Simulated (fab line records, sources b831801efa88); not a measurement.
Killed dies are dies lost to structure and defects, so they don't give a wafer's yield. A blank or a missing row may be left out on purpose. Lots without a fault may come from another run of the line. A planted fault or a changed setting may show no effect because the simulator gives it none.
A struck lot beside a sound one | flow sky130 | 16 steps out of a route of 708
Sound: wafers L842.2, L842.3, L842.6. Struck: wafers L859.2, L859.4, L859.6. The cause comes at the end.
At each step with rows: each side's tool, then ch and its chambers, then its first start. Under that, the readings that differ: sound wafers | struck wafers | difference of the means | sigmas: that difference in standard deviations of wafers without a fault.
alike: readings whose means differ by less than 2 such deviations, and words and numbers that are the same on both sides. not compared: withheld readings, readings that some wafer has no value for, bounds like >300 that may hide the same value, and numbers for which the record gives no deviation and whose values overlap.
The two part at a step that has a row with sigmas, a row that says differs or no value, or rows on one side only. Numbers that don't overlap but have no deviation are shown without sigmas and don't part them. A reading that every wafer of one side lacks parts them only if that side has two wafers or more.

first, 3 steps without rows for these wafers: SKY_SONOS_TUNNEL_EXPOSE_04 (exposes mask TUNM, target cd 410 nm); SKY_SONOS_TUNNEL_PEB_05; SKY_SONOS_TUNNEL_DEVELOP_06 (develop time 60 s).
SKY_SONOS_TUNNEL_CD_MEAS_07: target cd 410 nm.
  sound on cd_sem-02, day 13 10:00; struck on cd_sem-01, day 18 18:18
  alike: cd_nm
SKY_SONOS_TUNNEL_OVL_MEAS_08:
  sound on overlay-02, day 13 10:07; struck on overlay-02, day 18 18:25
  alike: SONOS_TUNNEL_OVL
then, 3 steps without rows for these wafers: SKY_SONOS_TUNNEL_IMPLANT_09; SKY_SONOS_TUNNEL_WET_ETCH_10 (etches SiO2 in dHF, target depth 14 nm, time 280 s); SKY_SONOS_TUNNEL_STRIP_11 (strips in SPM, time 600 s).
SKY_SONOS_TUNNEL_TW_MEAS_12:
  sound on film_metro-01, day 13 10:34; struck on film_metro-04, day 18 18:52
  reading         | sound             | struck            | difference | sigmas
  SONOS_TUNNEL_TW | 202.7 204.4 204.1 | 196.4 196.6 195.7 | -7.5       | -3
then, 2 steps without rows for these wafers: SKY_SONOS_TUNNEL_CLEAN_13 (cleans in dHF, time 20 s); SKY_SONOS_ONO_OXIDATION_00 (stabilise 600 s, purge 300 s, target thk 2.6 nm).
SKY_SONOS_ONO_THK_MEAS_01:
  sound on film_metro-03, day 13 12:04; struck on film_metro-03, day 18 20:56
  alike: SONOS_ONO_OXIDATION_THK
SKY_SONOS_ONO_CVD_02: deposits Si3N4 from DCS/NH3, target thk 10.5 nm, time 180 s.
  sound on lpcvd-02 ch 0, day 13 12:07; struck on lpcvd-02 ch 0, day 18 21:06
  reading                                     | sound             | struck            | difference | sigmas
  model.Si3N4_of_SONOS_ONO_CVD_02.thk_nm (nm) | 10.71 10.61 10.59 | 11.67 11.62 11.68 | +1.02      |
  alike: pressure_mtorr
SKY_SONOS_ONO_THK_MEAS_03:
  sound on film_metro-04, day 13 13:11; struck on film_metro-04, day 18 22:10
  reading                   | sound             | struck            | difference | sigmas
  SONOS_ONO_CVD_02_THK (nm) | 10.69 10.65 10.53 | 11.69 11.65 11.70 | +1.06      | +8
then, 1 step without rows for these wafers: SKY_SONOS_ONO_CVD_04 (deposits SiO2 from SiH4/N2O, target thk 5.7199 nm).
-- the record jumps here: 32 days lie between the struck wafers' starts before and after (it left off in module SONOS_ONO and takes up again in module PAD_OPEN, whose first step shown is number 708 of the route) --
SKY_PAD_OPEN_PROBE_99:
  sound on prober-02, day 47 13:45; struck on prober-01, day 50 17:24
  reading                                 | sound                | struck               | difference | sigmas
  model.etest.sonos_erased.drive_ua_um    | 171.2 206.5 183.9    | 144.9 161.7 142.8    | -37.4      |
  model.etest.sonos_uncharged.r_on_ohm_um | 828.9 809.5 813.5    | 852.1 849.4 846.8    | +32.1      |
  model.etest.cap_ono.gate_log10_a_cm2    | -7.89 -7.908 -8.006  | -8.843 -8.821 -8.698 | -0.853     |
  model.etest.cap_ono.gate_bv_v (V)       | 15.94 16.4 16.73     | 17.42 17.2 17.14     | +0.90      |
  model.etest.cap_ono.tox_acc_nm (nm)     | 12.89 12.86 12.9     | 13.63 13.52 13.51    | +0.67      |
  model.etest.sonos_programmed.vt_v (V)   | 1.521 1.537 1.506    | 1.077 1.139 1.143    | -0.402     |
  model.etest.sonos_erased.vt_v (V)       | -2.262 -2.302 -2.268 | -1.928 -1.987 -1.988 | +0.310     |
  model.etest.sonos_baked.vt_v (V)        | 1.007 1.017 0.9935   | 0.769 0.7664 0.799   | -0.228     |
  alike: killed_at_M0_to_M3, killed_at_M4_up, killed_at_contacts, killed_at_front_end, killed_at_other, killed_dies, killed_open, killed_short

WHERE THEY PART
First at SKY_SONOS_TUNNEL_TW_MEAS_12; last, within this record, at SKY_SONOS_ONO_THK_MEAS_03. Later steps at which nothing parts them and some readings are alike: SKY_PAD_OPEN_PROBE_99.

WHY: what the simulator had put in
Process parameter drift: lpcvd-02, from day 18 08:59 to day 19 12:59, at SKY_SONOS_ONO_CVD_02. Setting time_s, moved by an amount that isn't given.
